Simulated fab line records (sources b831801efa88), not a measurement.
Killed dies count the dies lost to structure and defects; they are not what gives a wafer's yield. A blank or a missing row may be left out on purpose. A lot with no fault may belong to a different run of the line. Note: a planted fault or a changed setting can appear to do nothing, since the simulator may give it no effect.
fab line records + flow sky130
record:
- lots: 12
- wafers: 36
- lastDay: 50
route steps=708 shown LI_CONTACT@383 METAL1@449 METAL4@598 PAD_OPEN@708
lots that met no fault: from a run of the same line without faults
startH: start of the lot's first displayed wafer, in hours after the record's first day + waitH: hours elapsed since this lot's preceding step + " identical to the entry in the row above + L1.1+2: a single row standing in for several wafers + - value missing, or start not given + * or withheld: withheld + < > ~ a bound
route shown NAME@n: names a module that has steps shown in the file, with the first one's number in the route + usual: mean/standard deviation taken from wafers without a fault + same: alike in all rows + chamber/n: place in a boat + sites: readings site by site + _std_site: how widely they spread, as a standard deviation + _edge_site: inner sites' mean taken away from outer sites' mean + radiusMm: how far each site lies from the wafer's centre + mask NAME#n: copy n + behind: the last tool/chamber to shape the wafer + hold: what put the lot on hold/how long, in hours/how the hold closed + device: transistor that didn't switch, given as n, p or np + end of line: tests run on the same wafers once the route is complete + a step with no rows: only its recipe + killed: dies that structure and defects cost at the first sort, which is not the same as the wafer's yield + map: the dies of a wafer, with x for killed, . for not killed, _ for no die there
set.NAME: the setting the step ran with; set.NAME@STEP: the setting that earlier step ran with + model.NAME: the simulator's own value behind a step, which no gauge read
one table for each step of the route and one row for each wafer, over a sample of lots
services: when a tool's chamber went out of use (startH, in hours from the record's first day, below 0 if earlier), for how many hours, and the reason
== steps ==
step: SKY_LI_CONTACT_CVD_21
recipe:
- material: W
- targetThkNm: 400
- timeS: 120.56
- tempC: 400
- pressureTorr: 40
usual:
- heaterPowerW: 822/83
| lot.wafer | tool    | chamber | startH | waitH | heaterPowerW |
|-----------|---------|---------|--------|-------|--------------|
| L238.1    | cvdW-02 | 0       | 691.02 | 0.0   | 844          |
| L238.4    | "       | 0       | "      | "     | 848          |
| L238.6    | "       | 1       | "      | "     | 928          |
| L243.1    | cvdW-01 | 1       | 724.41 | 0.0   | 736          |
| L243.2    | "       | 0       | "      | "     | 730          |
| L243.6    | "       | 0       | "      | "     | 744          |
| L246.1    | cvdW-01 | 0       | 746.09 | 0.0   | 740          |
| L246.3    | "       | 1       | "      | "     | 740          |
| L246.6    | "       | 0       | "      | "     | 702          |
| L247.1    | cvdW-01 | 0       | 757.43 | 0.0   | 727          |
| L247.2    | "       | 1       | "      | "     | 754          |
| L247.4    | "       | 1       | "      | "     | 730          |
| L248.1    | cvdW-01 | 0       | 766.47 | 0.0   | 730          |
| L248.2    | "       | 1       | "      | "     | 721          |
| L248.4    | "       | 0       | "      | "     | 723          |
| L249.2    | cvdW-01 | 1       | 771.56 | 0.0   | 728          |
| L249.4    | "       | 1       | "      | "     | 762          |
| L249.6    | "       | 0       | "      | "     | 716          |
| L253.1    | cvdW-02 | 1       | 798.88 | 0.0   | 934          |
| L253.3    | "       | 0       | "      | "     | 841          |
| L253.5    | "       | 1       | "      | "     | 921          |
| L254.2    | cvdW-01 | 1       | 810.81 | 0.0   | 738          |
| L254.3    | "       | 0       | "      | "     | 727          |
| L254.5    | "       | 1       | "      | "     | 747          |
| L257.4    | cvdW-02 | 0       | 829.27 | 0.1   | 870          |
| L257.5    | "       | 0       | "      | "     | 855          |
| L257.6    | "       | 1       | "      | "     | 932          |
| L259.1    | cvdW-02 | 1       | 844.53 | 0.0   | 924          |
| L259.5    | "       | 1       | "      | "     | 953          |
| L259.6    | "       | 0       | "      | "     | 841          |
| L260.2    | cvdW-01 | 1       | 851.92 | 0.0   | 731          |
| L260.4    | "       | 0       | "      | "     | 727          |
| L260.6    | "       | 0       | "      | "     | 737          |
| L261.3    | cvdW-02 | 1       | 856.52 | 0.1   | 910          |
| L261.5    | "       | 0       | "      | "     | 846          |
| L261.6    | "       | 1       | "      | "     | 949          |
step: SKY_METAL1_CD_MEAS_15
recipe:
- targetCdNm: 140
usual:
- cdNm: 140.1/1.5
| lot.wafer | tool     | chamber | startH | waitH | cdNm  |
|-----------|----------|---------|--------|-------|-------|
| L238.1    | cdSem-01 | -       | 777.74 | -     | 144.2 |
| L238.4    | "        | -       | "      | "     | 142.2 |
| L238.6    | "        | -       | "      | "     | 142.0 |
| L243.1    | cdSem-01 | -       | 808.14 | -     | 140.2 |
| L243.2    | "        | -       | "      | "     | 140.3 |
| L243.6    | "        | -       | "      | "     | 139.5 |
| L246.1    | cdSem-02 | -       | 831.08 | -     | 140.4 |
| L246.3    | "        | -       | "      | "     | 140.7 |
| L246.6    | "        | -       | "      | "     | 141.9 |
| L247.1    | cdSem-01 | -       | 840.13 | -     | 140.3 |
| L247.2    | "        | -       | "      | "     | 139.2 |
| L247.4    | "        | -       | "      | "     | 138.7 |
| L248.1    | cdSem-02 | -       | 849.19 | -     | 143.6 |
| L248.2    | "        | -       | "      | "     | 142.0 |
| L248.4    | "        | -       | "      | "     | 140.9 |
| L249.2    | cdSem-01 | -       | 854.61 | -     | 140.1 |
| L249.4    | "        | -       | "      | "     | 140.6 |
| L249.6    | "        | -       | "      | "     | 140.7 |
| L253.1    | cdSem-02 | -       | 881.39 | -     | 139.7 |
| L253.3    | "        | -       | "      | "     | 141.6 |
| L253.5    | "        | -       | "      | "     | 140.9 |
| L254.2    | cdSem-02 | -       | 892.75 | -     | 140.0 |
| L254.3    | "        | -       | "      | "     | 140.2 |
| L254.5    | "        | -       | "      | "     | 139.0 |
| L257.4    | cdSem-02 | -       | 910.95 | -     | 137.7 |
| L257.5    | "        | -       | "      | "     | 137.1 |
| L257.6    | "        | -       | "      | "     | 137.0 |
| L259.1    | cdSem-01 | -       | 924.68 | -     | 140.2 |
| L259.5    | "        | -       | "      | "     | 140.7 |
| L259.6    | "        | -       | "      | "     | 141.1 |
| L260.2    | cdSem-01 | -       | 932.56 | -     | 140.1 |
| L260.4    | "        | -       | "      | "     | 141.1 |
| L260.6    | "        | -       | "      | "     | 140.8 |
| L261.3    | cdSem-01 | -       | 937.48 | -     | 139.1 |
| L261.5    | "        | -       | "      | "     | 139.4 |
| L261.6    | "        | -       | "      | "     | 140.1 |
step: SKY_METAL1_METAL_ETCH_19
recipe:
- targetDepthA: 3600
- stopOn: SiO2
- overEtchFrac: 0.3
- timeS: 78
- chemistry: Cl2/BCl3
- resistSidewallDeg: 88
- pressureMtorr: 10
- icpW: 900
- biasW: 48.5
- Cl2_flow_sccm: 60
- bcl3FlowSccm: 30
usual:
- drypumpMotorCurrentA: 5.8/0.43
- oesProductAu: 0.855/0.0061
- throttleValvePct: 22.264/0.0089
same:
- overEtchFrac: 0.3
| lot.wafer | tool        | chamber | startH | waitH | drypumpMotorCurrentA | oesProductAu | rfHoursCounterH | throttleValvePct |
|-----------|-------------|---------|--------|-------|----------------------|--------------|-----------------|------------------|
| L238.1    | rieMetal-01 | 0       | 777.99 | 0.0   | 5.5                  | 0.851        | 2               | 22.257           |
| L238.4    | "           | 0       | "      | "     | 5.5                  | 0.851        | -               | 22.258           |
| L238.6    | "           | 1       | "      | "     | 5.6                  | 0.855        | -               | 22.264           |
| L243.1    | rieMetal-02 | 1       | 808.39 | 0.0   | 5.8                  | 0.856        | 15              | 22.265           |
| L243.2    | "           | 0       | "      | "     | 5.1                  | 0.858        | 2               | 22.255           |
| L243.6    | "           | 0       | "      | "     | 5.2                  | 0.862        | -               | 22.258           |
| L246.1    | rieMetal-02 | 0       | 831.33 | 0.0   | 5.2                  | 0.849        | 3               | 22.250           |
| L246.3    | "           | 0       | "      | "     | 5.1                  | 0.845        | -               | 22.260           |
| L246.6    | "           | 1       | "      | "     | 5.8                  | 0.850        | -               | 22.255           |
| L247.1    | rieMetal-01 | 0       | 840.48 | 0.1   | 5.5                  | 0.860        | 5               | 22.266           |
| L247.2    | "           | 0       | "      | "     | 5.5                  | 0.854        | -               | 22.277           |
| L247.4    | "           | 0       | "      | "     | 5.5                  | 0.863        | -               | 22.262           |
| L248.1    | rieMetal-01 | 0       | 849.44 | 0.0   | 5.5                  | 0.858        | 5               | 22.242           |
| L248.2    | "           | 1       | "      | "     | 5.6                  | 0.861        | 0               | 22.252           |
| L248.4    | "           | 1       | "      | "     | 5.6                  | 0.859        | -               | 22.283           |
| L249.2    | rieMetal-04 | 0       | 854.84 | 0.0   | 6.5                  | 0.851        | 14              | 22.270           |
| L249.4    | "           | 0       | "      | "     | 6.5                  | 0.848        | -               | 22.265           |
| L249.6    | "           | 1       | "      | "     | 6.0                  | 0.852        | -               | 22.272           |
| L253.1    | rieMetal-04 | 1       | 881.64 | 0.0   | 6.0                  | 0.864        | 9               | 22.254           |
| L253.3    | "           | 0       | "      | "     | 6.5                  | 0.848        | -               | 22.241           |
| L253.5    | "           | 1       | "      | "     | 6.0                  | 0.849        | -               | 22.248           |
| L254.2    | rieMetal-01 | 1       | 892.98 | 0.0   | 5.6                  | 0.851        | 2               | 22.261           |
| L254.3    | "           | 0       | "      | "     | 5.5                  | 0.851        | -               | 22.257           |
| L254.5    | "           | 1       | "      | "     | 5.5                  | 0.863        | -               | 22.260           |
| L257.4    | rieMetal-01 | 0       | 911.17 | 0.1   | 5.5                  | 0.857        | -               | 22.268           |
| L257.5    | "           | 1       | "      | "     | 5.6                  | 0.852        | -               | 22.283           |
| L257.6    | "           | 0       | "      | "     | 5.5                  | 0.847        | -               | 22.263           |
| L259.1    | rieMetal-01 | 0       | 924.93 | 0.0   | 5.6                  | 0.857        | 8               | 22.261           |
| L259.5    | "           | 0       | "      | "     | 5.5                  | 0.855        | -               | 22.264           |
| L259.6    | "           | 1       | "      | "     | 5.6                  | 0.864        | -               | 22.274           |
| L260.2    | rieMetal-01 | 0       | 932.79 | 0.0   | 5.5                  | 0.855        | 8               | 22.271           |
| L260.4    | "           | 0       | "      | "     | 5.6                  | 0.850        | -               | 22.264           |
| L260.6    | "           | 1       | "      | "     | 5.6                  | 0.852        | -               | 22.249           |
| L261.3    | rieMetal-01 | 0       | 937.72 | 0.1   | 5.5                  | 0.851        | -               | 22.268           |
| L261.5    | "           | 1       | "      | "     | 5.6                  | 0.854        | -               | 22.260           |
| L261.6    | "           | 0       | "      | "     | 5.5                  | 0.860        | -               | 22.261           |
step: SKY_METAL4_SPUTTER_00
recipe:
- material: Ti
- targetThkNm: 15
- powerW: 3000
- timeS: 10
- chamberPressurePa: 0.4
usual:
- cathodeDcPowerW: 3000.0/0.59
- chamberPressurePa: 0.4001/0.00076
- throttleValvePct: 30.0/1.2
| lot.wafer | tool          | chamber | startH  | waitH | cathodeDcPowerW | chamberPressurePa | throttleValvePct |
|-----------|---------------|---------|---------|-------|-----------------|-------------------|------------------|
| L238.1    | pvdSputter-04 | -       | 942.11  | 0.1   | 3000.8          | 0.4005            | 32.9             |
| L238.4    | "             | -       | "       | "     | 2999.3          | 0.4001            | 30.0             |
| L238.6    | "             | -       | "       | "     | 2999.5          | 0.3994            | 33.0             |
| L243.1    | pvdSputter-01 | -       | 970.58  | 0.1   | 3000.4          | 0.4009            | 28.8             |
| L243.2    | "             | -       | "       | "     | 3000.9          | 0.4004            | 29.6             |
| L243.6    | "             | -       | "       | "     | 3000.1          | 0.4014            | 30.8             |
| L246.1    | pvdSputter-04 | -       | 991.75  | 0.2   | 2999.5          | 0.4002            | 33.2             |
| L246.3    | "             | -       | "       | "     | 3000.7          | 0.3987            | 30.1             |
| L246.6    | "             | -       | "       | "     | 2999.9          | 0.3989            | 30.1             |
| L247.1    | pvdSputter-01 | -       | 999.73  | 0.2   | 2999.6          | 0.4003            | 30.2             |
| L247.2    | "             | -       | "       | "     | 2999.2          | 0.3992            | 29.6             |
| L247.4    | "             | -       | "       | "     | 2999.5          | 0.4007            | 28.6             |
| L248.1    | pvdSputter-02 | -       | 1008.04 | 0.2   | 2999.9          | 0.4004            | 29.7             |
| L248.2    | "             | -       | "       | "     | 2999.3          | 0.3999            | 30.3             |
| L248.4    | "             | -       | "       | "     | 2999.9          | 0.4006            | 29.1             |
| L249.2    | pvdSputter-01 | -       | 1012.64 | 0.2   | 3000.2          | 0.4005            | 29.7             |
| L249.4    | "             | -       | "       | "     | 3000.5          | 0.4013            | 30.3             |
| L249.6    | "             | -       | "       | "     | 2998.7          | 0.3997            | 28.6             |
| L253.1    | pvdSputter-01 | -       | 1034.94 | 0.2   | 2998.4          | 0.3989            | 29.8             |
| L253.3    | "             | -       | "       | "     | 2999.4          | 0.3997            | 28.6             |
| L253.5    | "             | -       | "       | "     | 3000.2          | 0.3998            | 28.8             |
| L254.2    | pvdSputter-01 | -       | 1045.78 | 0.2   | -               | -                 | -                |
| L254.3    | "             | -       | "       | "     | -               | -                 | -                |
| L254.5    | "             | -       | "       | "     | -               | -                 | -                |
| L257.4    | pvdSputter-02 | -       | 1060.41 | 0.2   | -               | -                 | -                |
| L257.5    | "             | -       | "       | "     | -               | -                 | -                |
| L257.6    | "             | -       | "       | "     | -               | -                 | -                |
| L259.1    | pvdSputter-01 | -       | 1071.98 | 0.2   | 2999.9          | 0.3996            | 28.7             |
| L259.5    | "             | -       | "       | "     | 3000.3          | 0.3997            | 28.6             |
| L259.6    | "             | -       | "       | "     | 3000.0          | 0.4013            | 30.0             |
| L260.2    | pvdSputter-04 | -       | 1079.83 | 0.1   | 2998.8          | 0.4005            | 30.9             |
| L260.4    | "             | -       | "       | "     | 2999.7          | 0.3998            | 30.1             |
| L260.6    | "             | -       | "       | "     | 3000.2          | 0.4011            | 30.0             |
| L261.3    | pvdSputter-04 | -       | 1083.69 | 0.1   | 2999.6          | 0.3999            | 30.2             |
| L261.5    | "             | -       | "       | "     | 2999.4          | 0.3989            | 31.3             |
| L261.6    | "             | -       | "       | "     | 3000.3          | 0.4001            | 32.9             |
step: SKY_PAD_OPEN_PROBE_99
usual:
- defectLimitedYield: 82.5/2.1
- killed_at_M0_to_M3: 44/7.3
- killed_at_M4_up: 3.4/1.8
- killedAtContacts: 24/5.8
- killedAtFrontEnd: 15/4.9
- killedAtOther: 0.4/0.63
- killedDies: 86/11
- killedOnRim: 17/3.8
- killedOpen: 47/8
- killedShort: 39/6.5
- sort_bin_3_pad_short: 0.9/0.38
- sort_bin_5_function: 10.4/1.6
- sort_bin_6_memory: 6.2/1.2
- sortNPass: 406/11
- sortYieldPct: 82.5/2.1
same:
- grossDies: 492
- killedAtBackSide: 0
- sort_bin_4_leakage[%]: 0
- sort_bin_8_speed[%]: 0
| lot.wafer | tool      | chamber | startH  | waitH | defectLimitedYield[%] | killed_at_M0_to_M3 | killed_at_M4_up | killedAtContacts | killedAtFrontEnd | killedAtOther | killedDies | killedOnRim | killedOpen | killedShort | sort_bin_3_pad_short[%] | sort_bin_5_function[%] | sort_bin_6_memory[%] | sortNPass | sortYieldPct[%] |
|-----------|-----------|---------|---------|-------|-----------------------|--------------------|-----------------|------------------|------------------|---------------|------------|-------------|------------|-------------|-------------------------|------------------------|----------------------|-----------|-----------------|
| L243.1    | prober-02 | -       | 1110.12 | 0.1   | 85.6                  | 43                 | 3               | 17               | 8                | 0             | 71         | 18          | 43         | 28          | 1.0                     | 9.8                    | 3.7                  | 421       | 85.6            |
| L243.2    | prober-02 | -       | 1110.17 | 0.1   | 80.1                  | 48                 | 5               | 26               | 19               | 0             | 98         | 16          | 54         | 43          | 0.2                     | 12.8                   | 6.9                  | 394       | 80.1            |
| L243.6    | prober-02 | -       | 1110.37 | 0.2   | 82.9                  | 50                 | 7               | 19               | 8                | 0             | 84         | 13          | 46         | 38          | 0.4                     | 12.2                   | 4.5                  | 408       | 82.9            |
| L248.1    | prober-01 | -       | 1142.09 | 0.1   | 85.8                  | 33                 | 5               | 22               | 10               | 0             | 70         | 14          | 41         | 28          | 1.2                     | 8.5                    | 4.5                  | 422       | 85.8            |
| L248.2    | prober-01 | -       | 1142.14 | 0.1   | 82.5                  | 36                 | 6               | 24               | 20               | 0             | 86         | 20          | 58         | 27          | 0.8                     | 8.7                    | 7.9                  | 406       | 82.5            |
| L248.4    | prober-01 | -       | 1142.24 | 0.2   | 81.3                  | 45                 | 5               | 19               | 23               | 0             | 92         | 20          | 45         | 46          | 1.0                     | 12.8                   | 4.9                  | 400       | 81.3            |
| L260.2    | prober-01 | -       | 1197.49 | 0.1   | 80.3                  | 57                 | 4               | 23               | 13               | 0             | 97         | 19          | 50         | 47          | 1.2                     | 11.2                   | 7.3                  | 395       | 80.3            |
| L260.4    | prober-01 | -       | 1197.59 | 0.2   | 84.8                  | 45                 | 2               | 25               | 3                | 0             | 75         | 11          | 31         | 44          | 0.8                     | 8.5                    | 5.9                  | 417       | 84.8            |
| L260.6    | prober-01 | -       | 1197.69 | 0.2   | 81.1                  | 46                 | 3               | 29               | 15               | 0             | 93         | 17          | 48         | 45          | 1.2                     | 10.8                   | 6.9                  | 399       | 81.1            |
killed by level:class
L243.1 VIA2:geometricParticle:open=9 CONTACT:geometricParticle:open=8 VIA1:geometricParticle:open=7 VIA3:geometricParticle:open=6 LI_CONTACT:geometricParticle:open=4 METAL3:geometricParticle:short=4 METAL2:geometricParticle:short=3 VIA1:geometricParticle:short=3
L243.2 LI_CONTACT:geometricParticle:open=11 CONTACT:geometricParticle:open=10 VIA1:geometricParticle:open=9 VIA2:geometricParticle:open=7 METAL2:geometricParticle:short=7 FIELD_ISO:geometricParticle:open=6 METAL1:geometricParticle:short=6 FIELD_ISO:geometricParticle:short=5
L243.6 VIA2:geometricParticle:open=13 LI_CONTACT:geometricParticle:open=7 CONTACT:geometricParticle:short=6 VIA1:geometricParticle:short=6 VIA3:geometricParticle:open=6 VIA2:geometricParticle:short=5 VIA1:geometricParticle:open=5 METAL1:geometricParticle:short=4
L248.1 CONTACT:geometricParticle:open=9 VIA3:geometricParticle:open=6 VIA1:geometricParticle:open=6 LI_CONTACT:geometricParticle:open=5 VIA2:geometricParticle:open=5 METAL4:geometricParticle:short=5 METAL3:geometricParticle:short=4 LOCAL_INTERCONNECT:geometricParticle:short=4
L248.2 VIA1:geometricParticle:open=12 LI_CONTACT:geometricParticle:open=10 VIA2:geometricParticle:open=9 CONTACT:geometricParticle:open=6 POLY_GATE:geometricParticle:open=5 POLY_CUT:geometricParticle:short=4 CONTACT:geometricParticle:short=4 FIELD_ISO:geometricParticle:short=3
L248.4 VIA3:geometricParticle:open=10 VIA2:geometricParticle:short=7 FIELD_ISO:geometricParticle:open=6 CONTACT:geometricParticle:open=6 VIA1:geometricParticle:short=6 VIA2:geometricParticle:open=6 METAL4:geometricParticle:short=5 POLY_GATE:geometricParticle:open=5
L260.2 VIA1:geometricParticle:open=12 CONTACT:geometricParticle:open=8 METAL1:geometricParticle:short=8 VIA1:geometricParticle:short=8 VIA3:geometricParticle:open=7 POLY_GATE:geometricParticle:short=5 LI_CONTACT:geometricParticle:open=5 LOCAL_INTERCONNECT:geometricParticle:short=5
L260.4 METAL2:geometricParticle:short=11 VIA1:geometricParticle:open=9 CONTACT:geometricParticle:short=9 CONTACT:geometricParticle:open=7 METAL1:geometricParticle:short=5 VIA3:geometricParticle:open=5 VIA1:geometricParticle:short=5 LOCAL_INTERCONNECT:geometricParticle:short=4
L260.6 VIA1:geometricParticle:open=11 CONTACT:geometricParticle:open=9 METAL2:geometricParticle:short=9 LOCAL_INTERCONNECT:geometricParticle:short=8 CONTACT:geometricParticle:short=8 VIA2:geometricParticle:open=8 POLY_GATE:geometricParticle:open=6 VIA3:geometricParticle:open=5
== services ==
| tool          | chamber | startH  | hours | kind   |
|---------------|---------|---------|-------|--------|
| cvdW-02       | 0       | 681.22  | 9.2   | repair |
| pvdSputter-04 | -       | 693.23  | 6.9   | repair |
| cvdW-01       | -       | 696.43  | 1.0   | repair |
| rieMetal-01   | 0       | 723.14  | 11.0  | repair |
| rieMetal-01   | -       | 807.32  | 14.6  | pm     |
| cvdW-02       | -       | 822.87  | 0.7   | repair |
| rieMetal-01   | 0       | 827.48  | 1.5   | repair |
| pvdSputter-04 | -       | 832.54  | 2.5   | repair |
| cvdW-02       | -       | 842.24  | 0.9   | repair |
| cvdW-01       | 0       | 860.37  | 10.2  | repair |
| cvdW-01       | 1       | 865.92  | 8.0   | repair |
| cvdW-02       | -       | 868.00  | 0.5   | repair |
| pvdSputter-04 | -       | 882.32  | 14.1  | repair |
| cvdW-01       | -       | 904.00  | 14.0  | pm     |
| cvdW-01       | 1       | 904.62  | 3.2   | repair |
| pvdSputter-01 | -       | 944.64  | 1.7   | repair |
| cvdW-01       | -       | 952.27  | 2.3   | repair |
| rieMetal-01   | -       | 990.28  | 0.9   | repair |
| rieMetal-01   | -       | 1003.12 | 2.8   | pm     |
| pvdSputter-04 | -       | 1009.03 | 2.0   | repair |
| rieMetal-01   | -       | 1024.30 | 0.3   | repair |
| rieMetal-01   | 1       | 1049.29 | 3.8   | repair |
| cvdW-02       | -       | 1055.32 | 6.0   | pm     |
| rieMetal-01   | 1       | 1066.39 | 1.5   | repair |
== key ==
firstSign:
- step: SKY_METAL4_SPUTTER_00
- reading: toolRecord
- direction: missing
effect none on later readings
metAt SKY_METAL4_SPUTTER_00
struckLots L254,L257
rowsEnd L257.4,L257.5,L257.6
notActingAt SKY_LI_CONTACT_CVD_21,SKY_METAL1_CD_MEAS_15,SKY_METAL1_METAL_ETCH_19
onsetBetween 1034.94 1045.78
fault:
- kind: skippedStepWhole
- tool: pvdSputter-01,pvdSputter-02
- chamber: -
- onsetH: 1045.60
- steps: SKY_METAL4_SPUTTER_00
- scope: struckLotsOnly
rowsEnd: these wafers met a further fault down the route, and their rows from its step on are left out
